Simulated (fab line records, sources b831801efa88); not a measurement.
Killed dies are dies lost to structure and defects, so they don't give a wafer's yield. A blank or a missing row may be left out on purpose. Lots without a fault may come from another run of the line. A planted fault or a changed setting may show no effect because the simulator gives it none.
fab line records | flow sky130
record lots=11 wafers=33 last_day=50
route steps=708 shown SD_N@351 VIA1@473 METAL3@532
lots that met no fault: from a run of the same line without faults
start_h: hours from the record's first day to the start of the lot's first wafer shown | wait_h: hours since the lot's step before | " the same as in the row above | L1.1+2: a row that stands for several wafers | - no value, or no start given | * or withheld: withheld | < > ~ a bound
route shown NAME@n: a module of which the file shows steps, and the number in the route of the first | usual: mean/standard deviation of fault-free wafers | same: alike in all rows | chamber/n: place in a boat | sites: the reading at each site | _std_site: their standard deviation | _edge_site: outer sites' mean less inner sites' | radius_mm: how far each site lies from the wafer's centre | mask NAME#n: copy n | behind: the tool/chamber that last shaped the wafer | hold: why the lot was held/for how many hours/how that ended | device: the transistor (n, p or np) that didn't switch | end of line: the same wafers' tests at the end of the route | a step without rows: its recipe alone | killed: dies lost to structure and defects at the first sort, not the wafer's yield | map: a wafer's dies, x killed, . not, _ none there
set.NAME: the setting as run; set.NAME@STEP: as run at that earlier step | model.NAME: the simulator's own value behind a step, which no gauge read
steps of the route over a sample of lots; a table a step, a row a wafer
services: from which hour (start_h, from the record's first day; less than 0 if before it) a tool's chamber was out of use, for how many hours, and why
## steps
# step SKY_SD_N_IMPLANT_09
# recipe species=As energy_kev=50 dose_cm2=4e+15 tilt_deg=0
# usual beam_energy_keV=50.002/0.014 dose_ions_cm2=4e+15/4.5e+12
# columns lot.wafer tool chamber start_h wait_h beam_energy_keV dose_ions_cm2
L360.3 implanter-04 0 638.72 0.1 49.976 4e+15
L360.4 " 0 " " 50.001 4e+15
L360.5 " 0 " " 49.965 4e+15
L362.1 implanter-01 0 659.66 0.0 50.021 3.999e+15
L362.3 " 0 " " 49.997 4.002e+15
L362.5 " 0 " " 50.013 4.002e+15
L363.3 implanter-03 0 677.07 0.1 50.022 3.992e+15
L363.5 " 0 " " 49.982 3.995e+15
L363.6 " 0 " " 49.991 4e+15
L364.1 implanter-01 0 678.27 0.0 49.992 4.009e+15
L364.4 " 0 " " 50.005 4.001e+15
L364.5 " 0 " " 50.000 4.005e+15
L367.1 implanter-03 0 704.46 0.0 50.015 4.003e+15
L367.2 " 0 " " 50.024 4.006e+15
L367.4 " 0 " " 50.023 4.006e+15
L376.1 implanter-03 0 776.61 0.0 50.005 3.704e+15
L376.4 " 0 " " 49.987 3.698e+15
L376.6 " 0 " " 49.970 3.692e+15
L378.1 implanter-01 0 780.57 0.0 49.992 4.002e+15
L378.5 " 0 " " 49.987 3.993e+15
L378.6 " 0 " " 50.012 3.999e+15
L377.1 implanter-03 0 784.91 0.0 50.010 3.711e+15
L377.2 " 0 " " 50.001 3.702e+15
L377.3 " 0 " " 49.988 3.707e+15
L381.2 implanter-01 0 806.64 0.0 50.001 4.006e+15
L381.3 " 0 " " 49.998 3.999e+15
L381.5 " 0 " " 50.002 3.997e+15
L382.2 implanter-01 0 818.75 0.0 50.004 4e+15
L382.3 " 0 " " 50.016 4.005e+15
L382.5 " 0 " " 50.021 4.005e+15
L383.1 implanter-04 0 827.92 0.0 50.010 3.988e+15
L383.5 " 0 " " 50.013 3.997e+15
L383.6 " 0 " " 49.998 4.005e+15
# step SKY_SD_N_STRIP_11
# recipe chemistry=O2/N2 power_w=1400 pressure_mtorr=1500 platen_temp_c=withheld o2_flow_sccm=3000 n2_flow_sccm=300 overash_fraction=0.5
# usual drypump_motor_current_A=5.8/0.63 oes_product_au=0.528/0.0048 strip_time_to_endpoint_s=22.58/0.04
# columns lot.wafer tool chamber start_h wait_h drypump_motor_current_A oes_product_au rf_hours_counter_h strip_time_to_endpoint_s
L360.3 plasma_asher-04 1 639.00 0.1 6.1 0.521 - 22.65
L360.4 " 0 " " 6.7 0.526 - 22.58
L360.5 " 0 " " 6.6 0.528 - 22.60
L362.1 plasma_asher-04 1 659.96 0.1 6.1 0.533 52 22.60
L362.3 " 1 " " 6.1 0.523 - 22.60
L362.5 " 0 " " 6.7 0.536 - 22.58
L363.3 plasma_asher-04 0 677.35 0.1 6.7 0.522 - 22.55
L363.5 " 1 " " 6.1 0.531 - 22.52
L363.6 " 0 " " 6.7 0.535 - 22.52
L364.1 plasma_asher-04 1 678.57 0.1 6.1 0.525 54 22.53
L364.4 " 1 " " 6.1 0.527 - 22.55
L364.5 " 1 " " 6.1 0.525 - 22.53
L367.1 plasma_asher-04 1 704.76 0.1 6.1 0.535 57 22.64
L367.2 " 0 " " 6.7 0.528 57 22.63
L367.4 " 0 " " 6.7 0.519 - 22.62
L376.1 plasma_asher-04 1 776.91 0.1 6.1 0.537 64 22.29
L376.4 " 1 " " 6.1 0.534 - 22.27
L376.6 " 0 " " 6.7 0.535 - 22.31
L378.1 plasma_asher-01 0 780.87 0.1 5.4 0.537 99 22.54
L378.5 " 1 " " 5.0 0.532 - 22.53
L378.6 " 0 " " 5.4 0.531 - 22.55
L377.1 plasma_asher-04 1 785.21 0.1 6.0 0.536 65 22.30
L377.2 " 0 " " 6.7 0.530 65 22.33
L377.3 " 0 " " 6.7 0.528 - 22.30
L381.2 plasma_asher-03 0 806.91 0.1 5.1 0.524 35 22.52
L381.3 " 0 " " 5.1 0.524 - 22.52
L381.5 " 0 " " 5.1 0.528 - 22.55
L382.2 plasma_asher-04 1 819.02 0.1 6.1 0.532 68 22.56
L382.3 " 1 " " 6.1 0.526 - 22.56
L382.5 " 1 " " 6.1 0.528 - 22.55
L383.1 plasma_asher-01 0 828.22 0.1 5.4 0.517 104 22.52
L383.5 " 0 " " 5.4 0.529 - 22.51
L383.6 " 1 " " 5.0 0.523 - 22.58
# step SKY_SD_N_RS_MEAS_16
# recipe thk_meas_gauge=four-point-probe
# usual SD_N_RS=68.59/0.12
# columns lot.wafer tool chamber start_h wait_h hold SD_N_RS[ohm/sq]
L360.3 film_metro-03 - 639.39 0.1 - 68.63
L360.4 " - " " - 68.38
L360.5 " - " " - 68.69
L362.1 film_metro-02 - 660.34 0.1 - 68.55
L362.3 " - " " - 68.64
L362.5 " - " " - 68.68
L363.3 film_metro-01 - 677.74 0.1 - 68.69
L363.5 " - " " - 68.72
L363.6 " - " " - 68.64
L364.1 film_metro-03 - 678.95 0.1 - 68.47
L364.4 " - " " - 68.61
L364.5 " - " " - 68.47
L367.1 film_metro-02 - 705.14 0.1 - 68.51
L367.2 " - " " - 68.53
L367.4 " - " " - 68.52
L376.1 film_metro-03 - 777.29 0.1 await_dispo/0.2h/release 69.15
L376.4 " - " " await_dispo/0.2h/release 69.22
L376.6 " - " " await_dispo/0.2h/release 69.27
L376.1 film_metro-03 - 777.65 0.3 - 69.18
L376.4 " - " " - 69.17
L376.6 " - " " - 69.12
L378.1 film_metro-02 - 781.26 0.1 - 68.65
L378.5 " - " " - 68.70
L378.6 " - " " - 68.61
L377.1 film_metro-01 - 785.59 0.1 await_dispo/0.2h/release 69.08
L377.2 " - " " await_dispo/0.2h/release 69.06
L377.3 " - " " await_dispo/0.2h/release 68.95
L377.1 film_metro-01 - 785.95 0.3 - 69.14
L377.2 " - " " - 69.07
L377.3 " - " " - 69.12
L381.2 film_metro-02 - 807.31 0.1 - 68.94
L381.3 " - " " - 68.69
L381.5 " - " " - 68.62
L382.2 film_metro-01 - 819.43 0.1 - 68.67
L382.3 " - " " - 68.51
L382.5 " - " " - 68.63
L383.1 film_metro-02 - 828.60 0.1 - 68.78
L383.5 " - " " - 68.70
L383.6 " - " " - 68.68
# step SKY_VIA1_ETCH_15
# recipe target=SiO2 chemistry=C4F8/O2/Ar target_depth_nm=351 stop_on=TiN mask_material=KrF-thick source_w=1500 bias_w=1200 pressure_mtorr=40 c4f8_flow_sccm=withheld O2_flow_sccm=6 Ar_flow_sccm=300 time_s=54
# usual oes_product_au=0.982/0.0064
# columns lot.wafer tool chamber start_h wait_h oes_product_au rf_hours_counter_h
L360.3 rie_diel-04 2 783.86 0.0 0.978 7
L360.4 " 0 " " 0.997 17
L360.5 " 1 " " 0.981 -
L362.1 rie_diel-02 0 804.21 0.0 0.978 4
L362.3 " 2 " " 0.976 1
L362.5 " 1 " " 0.974 -
L363.3 rie_diel-04 2 819.96 0.0 0.977 8
L363.5 " 2 " " 0.972 -
L363.6 " 3 " " 0.979 -
L364.1 rie_diel-02 1 821.26 0.0 0.979 10
L364.4 " 2 " " 0.986 -
L364.5 " 1 " " 0.975 -
L367.1 rie_diel-03 3 847.06 0.0 0.976 5
L367.2 " 1 " " 0.991 7
L367.4 " 0 " " 0.982 9
L376.1 rie_diel-03 1 915.81 0.0 0.985 8
L376.4 " 2 " " 0.988 10
L376.6 " 3 " " 0.979 -
L378.1 rie_diel-02 2 919.01 0.0 0.978 5
L378.5 " 0 " " 0.988 -
L378.6 " 1 " " 0.977 -
L377.1 rie_diel-03 0 923.41 0.0 0.974 11
L377.2 " 2 " " 0.980 10
L377.3 " 1 " " 0.982 8
L381.2 rie_diel-02 1 944.53 0.0 0.983 14
L381.3 " 3 " " 0.984 4
L381.5 " 1 " " 0.986 -
L382.2 rie_diel-02 1 955.51 0.0 0.979 14
L382.3 " 2 " " 0.977 6
L382.5 " 0 " " 0.987 -
L383.1 rie_diel-04 3 963.43 0.0 0.989 12
L383.5 " 1 " " 0.991 -
L383.6 " 3 " " 0.981 -
# step SKY_METAL3_SPUTTER_00
# recipe material=Ti target_thk_nm=15 power_w=3000 time_s=10 chamber_pressure_pa=0.4
# usual chamber_pressure_pa=0.4000/0.00081 throttle_valve_pct=30.4/0.93
# columns lot.wafer tool chamber start_h wait_h chamber_pressure_pa throttle_valve_pct
L360.3 pvd_sputter-02 - 842.48 0.1 0.4006 31.0
L360.4 " - " " 0.3982 31.3
L360.5 " - " " 0.4000 29.6
L362.1 pvd_sputter-01 - 862.84 0.2 0.3999 29.3
L362.3 " - " " 0.4009 31.8
L362.5 " - " " 0.4002 30.1
L363.3 pvd_sputter-03 - 878.06 0.1 0.4000 30.6
L363.5 " - " " 0.3993 30.9
L363.6 " - " " 0.3999 30.9
L364.1 pvd_sputter-01 - 879.01 0.2 0.3995 32.0
L364.4 " - " " 0.4002 28.5
L364.5 " - " " 0.3998 29.6
L367.1 pvd_sputter-03 - 902.78 0.1 0.3986 29.4
L367.2 " - " " 0.3988 30.9
L367.4 " - " " 0.3986 29.7
L376.1 pvd_sputter-03 - 969.18 0.2 0.3998 29.6
L376.4 " - " " 0.3991 30.9
L376.6 " - " " 0.4011 29.2
L378.1 pvd_sputter-02 - 973.83 0.2 0.4008 31.2
L378.5 " - " " 0.3997 29.5
L378.6 " - " " 0.3991 31.1
L377.1 pvd_sputter-01 - 976.87 0.2 0.4003 29.5
L377.2 " - " " 0.3985 28.5
L377.3 " - " " 0.4008 31.9
L381.2 pvd_sputter-01 - 996.58 0.2 0.4001 28.5
L381.3 " - " " 0.3987 31.6
L381.5 " - " " 0.3983 31.7
L382.2 pvd_sputter-02 - 1006.75 0.1 0.4006 29.3
L382.3 " - " " 0.4006 31.1
L382.5 " - " " 0.4009 30.9
L383.1 pvd_sputter-02 - 1013.49 0.1 0.3996 31.3
L383.5 " - " " 0.4009 31.1
L383.6 " - " " 0.3995 29.4
# step SKY_METAL3_SPUTTER_01
# recipe material=TiN target_thk_nm=20 power_w=6500 time_s=16.7 chamber_pressure_pa=0.4
# usual chamber_pressure_pa=0.4000/0.00087 throttle_valve_pct=30.4/0.93
# columns lot.wafer tool chamber start_h wait_h chamber_pressure_pa throttle_valve_pct
L360.3 pvd_sputter-02 - 842.50 0.0 0.4009 31.3
L360.4 " - " " 0.3982 31.3
L360.5 " - " " 0.4005 29.5
L362.1 pvd_sputter-01 - 862.86 0.0 0.4001 29.5
L362.3 " - " " 0.4001 31.9
L362.5 " - " " 0.4012 30.4
L363.3 pvd_sputter-03 - 878.08 0.0 0.3990 30.7
L363.5 " - " " 0.4001 30.7
L363.6 " - " " 0.3988 30.7
L364.1 pvd_sputter-01 - 879.03 0.0 0.4011 31.5
L364.4 " - " " 0.3983 28.6
L364.5 " - " " 0.4002 29.5
L367.1 pvd_sputter-03 - 902.80 0.0 0.4006 29.2
L367.2 " - " " 0.4007 30.8
L367.4 " - " " 0.4008 29.9
L376.1 pvd_sputter-03 - 969.20 0.0 0.4020 29.9
L376.4 " - " " 0.3989 30.5
L376.6 " - " " 0.3987 29.3
L378.1 pvd_sputter-02 - 973.86 0.0 0.3995 31.2
L378.5 " - " " 0.3995 29.5
L378.6 " - " " 0.3992 31.1
L377.1 pvd_sputter-01 - 976.89 0.0 0.3981 29.5
L377.2 " - " " 0.4013 28.6
L377.3 " - " " 0.4005 31.6
L381.2 pvd_sputter-01 - 996.60 0.0 0.4006 28.6
L381.3 " - " " 0.3997 31.6
L381.5 " - " " 0.3989 31.5
L382.2 pvd_sputter-02 - 1006.77 0.0 0.3978 29.5
L382.3 " - " " 0.4001 31.4
L382.5 " - " " 0.4003 31.4
L383.1 pvd_sputter-02 - 1013.51 0.0 0.3995 31.0
L383.5 " - " " 0.3997 31.3
L383.6 " - " " 0.3999 29.6
## services
# columns tool chamber start_h hours kind
implanter-01 - 638.06 7.6 repair
implanter-01 - 660.36 6.4 pm
rie_diel-02 - 677.11 2.4 repair
implanter-01 - 759.83 2.2 repair
implanter-01 - 774.24 0.7 repair
pvd_sputter-03 - 785.90 0.6 repair
pvd_sputter-02 - 792.13 35.0 repair
pvd_sputter-01 - 801.92 4.3 repair
pvd_sputter-03 - 808.86 1.8 repair
pvd_sputter-02 - 811.43 4.6 repair
implanter-01 - 812.40 1.4 repair
pvd_sputter-02 - 823.34 5.6 repair
pvd_sputter-01 - 853.17 3.4 repair
implanter-01 - 865.17 3.9 pm
implanter-01 - 876.01 3.7 repair
rie_diel-02 3 891.86 6.7 repair
pvd_sputter-01 - 905.09 2.3 repair
pvd_sputter-03 - 917.65 5.4 repair
implanter-01 - 921.76 2.7 repair
pvd_sputter-02 - 947.45 3.3 repair
implanter-01 - 949.79 2.0 repair
pvd_sputter-03 - 958.88 1.4 repair
rie_diel-02 - 958.99 2.8 pm
rie_diel-02 1 968.82 15.5 repair
## key
first_sign step=SKY_SD_N_IMPLANT_09 reading=dose_ions_cm2 direction=down sigmas=66 usual=* struck=*
effect step=SKY_SD_N_STRIP_11 reading=strip_time_to_endpoint_s direction=down sigmas=7 usual=* struck=*
effect step=SKY_SD_N_RS_MEAS_16 reading=visit direction=added
met_at SKY_SD_N_IMPLANT_09
struck_lots L376,L377
tester_left_out L376,L377
not_acting_at SKY_VIA1_ETCH_15,SKY_METAL3_SPUTTER_00,SKY_METAL3_SPUTTER_01
onset_between 704.46 776.61
fault kind=process_parameter_drift tool=implanter-03 chamber=- onset_h=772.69 steps=SKY_SD_N_IMPLANT_09 channel=dose_cm2 offset=* shape=step end_h=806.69 acts_in=* stated=*
# tester_left_out: of these lots the tester's yield and bins aren't shown, on N5 and GAA mostly nor the transistor test; their killed dies are dies lost to structure and defects alone, not to doping, threshold or leakage, so they don't give the yield
